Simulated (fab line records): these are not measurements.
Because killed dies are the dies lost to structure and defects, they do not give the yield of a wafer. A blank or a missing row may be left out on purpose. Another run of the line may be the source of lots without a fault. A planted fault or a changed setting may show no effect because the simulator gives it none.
Split-lot trial :: flow sfqLine :: 23 wafers read from 5 lots, route of 325 steps

## THE SPLIT
At SFQ_TRILAYER_M7_BARC_OPEN_METAL_ETCH_229 (etches BARC in O2, target depth 125 nm, time 41.7 s), the setting icpW was moved away from the recipe's 600 W on 10 of the 23 wafers read, by -8.6% to +11.6%. The other wafers ran this setting at the recipe's value.

The split's own step is where the reading is taken.

## THE READING
KrF_of_TRILAYER_M7_LITHO_COAT_177.thkNm (the simulator's own value, which no gauge read), in nm, at SFQ_TRILAYER_M7_BARC_OPEN_METAL_ETCH_229 (etches BARC in O2, target depth 125 nm, time 41.7 s). The file does not state a usual value for it. Average 523.3 nm, standard deviation 1.8 nm, over the 13 wafers here run with the recipe.

wafer: L076.1
tool, chamber at the split: rieMetal-01, 0
icpW as run, W: 548.2
against the recipe: -8.6%
KrF_of_TRILAYER_M7_LITHO_COAT_177.thkNm, nm: 527.5
against lot-mates on the recipe: +2.4

wafer: L076.2
tool, chamber at the split: rieMetal-01, 1
icpW as run, W: 548.2
against the recipe: -8.6%
KrF_of_TRILAYER_M7_LITHO_COAT_177.thkNm, nm: 527.8
against lot-mates on the recipe: +2.7

wafer: L076.3
tool, chamber at the split: rieMetal-01, 0
icpW as run, W: 548.2
against the recipe: -8.6%
KrF_of_TRILAYER_M7_LITHO_COAT_177.thkNm, nm: 527.9
against lot-mates on the recipe: +2.8

wafer: L076.4
tool, chamber at the split: rieMetal-01, 1
icpW as run, W: 600
against the recipe: recipe
KrF_of_TRILAYER_M7_LITHO_COAT_177.thkNm, nm: 523.8
against lot-mates on the recipe: -

wafer: L076.5
tool, chamber at the split: rieMetal-01, 0
icpW as run, W: 600
against the recipe: recipe
KrF_of_TRILAYER_M7_LITHO_COAT_177.thkNm, nm: 526.4
against lot-mates on the recipe: -

wafer: L079.1
tool, chamber at the split: rieMetal-03, 0
icpW as run, W: 652.5
against the recipe: +8.7%
KrF_of_TRILAYER_M7_LITHO_COAT_177.thkNm, nm: 519.8
against lot-mates on the recipe: -3.6

wafer: L079.2
tool, chamber at the split: rieMetal-03, 1
icpW as run, W: 652.5
against the recipe: +8.7%
KrF_of_TRILAYER_M7_LITHO_COAT_177.thkNm, nm: 518.9
against lot-mates on the recipe: -4.5

wafer: L079.4
tool, chamber at the split: rieMetal-03, 0
icpW as run, W: 600
against the recipe: recipe
KrF_of_TRILAYER_M7_LITHO_COAT_177.thkNm, nm: 523.7
against lot-mates on the recipe: -

wafer: L079.5
tool, chamber at the split: rieMetal-03, 0
icpW as run, W: 600
against the recipe: recipe
KrF_of_TRILAYER_M7_LITHO_COAT_177.thkNm, nm: 523.2
against lot-mates on the recipe: -

wafer: L079.6
tool, chamber at the split: rieMetal-03, 1
icpW as run, W: 600
against the recipe: recipe
KrF_of_TRILAYER_M7_LITHO_COAT_177.thkNm, nm: 523.3
against lot-mates on the recipe: -

wafer: L080.1
tool, chamber at the split: rieMetal-03, 0
icpW as run, W: 600
against the recipe: recipe
KrF_of_TRILAYER_M7_LITHO_COAT_177.thkNm, nm: 522.9
against lot-mates on the recipe: -

wafer: L080.2
tool, chamber at the split: rieMetal-03, 1
icpW as run, W: 600
against the recipe: recipe
KrF_of_TRILAYER_M7_LITHO_COAT_177.thkNm, nm: 523.5
against lot-mates on the recipe: -

wafer: L080.3
tool, chamber at the split: rieMetal-03, 0
icpW as run, W: 654.1
against the recipe: +9.0%
KrF_of_TRILAYER_M7_LITHO_COAT_177.thkNm, nm: 520.1
against lot-mates on the recipe: -3.1

wafer: L080.4
tool, chamber at the split: rieMetal-03, 1
icpW as run, W: 654.1
against the recipe: +9.0%
KrF_of_TRILAYER_M7_LITHO_COAT_177.thkNm, nm: 518.1
against lot-mates on the recipe: -5.1

wafer: L080.6
tool, chamber at the split: rieMetal-03, 0
icpW as run, W: 654.1
against the recipe: +9.0%
KrF_of_TRILAYER_M7_LITHO_COAT_177.thkNm, nm: 520.8
against lot-mates on the recipe: -2.4

wafer: L083.1
tool, chamber at the split: rieMetal-01, 1
icpW as run, W: 600
against the recipe: recipe
KrF_of_TRILAYER_M7_LITHO_COAT_177.thkNm, nm: 525.6
against lot-mates on the recipe: -

wafer: L083.5
tool, chamber at the split: rieMetal-01, 1
icpW as run, W: 600
against the recipe: recipe
KrF_of_TRILAYER_M7_LITHO_COAT_177.thkNm, nm: 525.1
against lot-mates on the recipe: -

wafer: L083.6
tool, chamber at the split: rieMetal-01, 0
icpW as run, W: 600
against the recipe: recipe
KrF_of_TRILAYER_M7_LITHO_COAT_177.thkNm, nm: 523.4
against lot-mates on the recipe: -

wafer: L085.2
tool, chamber at the split: rieMetal-03, 1
icpW as run, W: 600
against the recipe: recipe
KrF_of_TRILAYER_M7_LITHO_COAT_177.thkNm, nm: 519.5
against lot-mates on the recipe: -

wafer: L085.3
tool, chamber at the split: rieMetal-03, 1
icpW as run, W: 600
against the recipe: recipe
KrF_of_TRILAYER_M7_LITHO_COAT_177.thkNm, nm: 520.6
against lot-mates on the recipe: -

wafer: L085.4
tool, chamber at the split: rieMetal-03, 1
icpW as run, W: 600
against the recipe: recipe
KrF_of_TRILAYER_M7_LITHO_COAT_177.thkNm, nm: 522.2
against lot-mates on the recipe: -

wafer: L085.5
tool, chamber at the split: rieMetal-03, 1
icpW as run, W: 669.8
against the recipe: +11.6%
KrF_of_TRILAYER_M7_LITHO_COAT_177.thkNm, nm: 514.7
against lot-mates on the recipe: -6.1

wafer: L085.6
tool, chamber at the split: rieMetal-03, 1
icpW as run, W: 669.8
against the recipe: +11.6%
KrF_of_TRILAYER_M7_LITHO_COAT_177.thkNm, nm: 512.8
against lot-mates on the recipe: -8.0

FIT RESULTS
A straight line over all 23 wafers: KrF_of_TRILAYER_M7_LITHO_COAT_177.thkNm changes by -0.565 nm for each +1% of icpW; r = -0.88; the points scatter about the line by 1.9 nm.
The same after taking each lot's own level away (the mean of its wafers on the recipe; 23 wafers): -0.433 nm for each +1%; r = -0.92; scatter 1.1 nm.
Per that fit: largest icpW move, reading shift of 5 nm.
Measured against the standard deviation above, the lots' own levels, which go from 520.77 to 525.10 nm, span 2.4 times it.
Hence the slope depends on the lot-to-lot level, as the two fits are not the same.
Check: with one of the wafers moved furthest among these (+11.6%) left out of the fit, the line predicts -5.18 nm for it against its lot-mates. Against them it came out at -6.07 nm.

## THESE WAFERS: OTHER SPLITS
Before the reading, these wafers also passed through other splits. Each is held against what the fit with the lots' levels taken away leaves over:
other split on the same wafers: SFQ_TRILAYER_M5_BARC_OPEN_METAL_ETCH_161 icpW
wafers away from the commonest value: 10
r with KrF_of_TRILAYER_M7_LITHO_COAT_177.thkNm (lot level and that fit taken away): -0.01

other split on the same wafers: SFQ_TRILAYER_I5_LITHO_COAT_149 spinRpm
wafers away from the commonest value: 7
r with KrF_of_TRILAYER_M7_LITHO_COAT_177.thkNm (lot level and that fit taken away): -0.06

other split on the same wafers: SFQ_TRILAYER_C5_LITHO_EXPOSE_152 doseMj
wafers away from the commonest value: 8
r with KrF_of_TRILAYER_M7_LITHO_COAT_177.thkNm (lot level and that fit taken away): -0.15

other split on the same wafers: SFQ_TRILAYER_M6_DEP_SPUTTER_157 powerW
wafers away from the commonest value: 9
r with KrF_of_TRILAYER_M7_LITHO_COAT_177.thkNm (lot level and that fit taken away): +0.01

other split on the same wafers: SFQ_TRILAYER_M6_LITHO_COAT_159 spinRpm
wafers away from the commonest value: 8
r with KrF_of_TRILAYER_M7_LITHO_COAT_177.thkNm (lot level and that fit taken away): +0.23

other split on the same wafers: SFQ_TRILAYER_I6_VIA_LITHO_COAT_174 spinRpm
wafers away from the commonest value: 11
r with KrF_of_TRILAYER_M7_LITHO_COAT_177.thkNm (lot level and that fit taken away): +0.29

other split on the same wafers: SFQ_TRILAYER_I6_VIA_BARC_OPEN_VIA_ETCH_235 biasW
wafers away from the commonest value: 10
r with KrF_of_TRILAYER_M7_LITHO_COAT_177.thkNm (lot level and that fit taken away): +0.18

other split on the same wafers: SFQ_TRILAYER_M7_LITHO_EXPOSE_178 doseMj
wafers away from the commonest value: 9
r with KrF_of_TRILAYER_M7_LITHO_COAT_177.thkNm (lot level and that fit taken away): +0.12

## THE FILE'S OWN FIT
KrF_of_TRILAYER_M7_LITHO_COAT_177.thkNm changes by -0.469 nm for each +1% of icpW, r = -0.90.
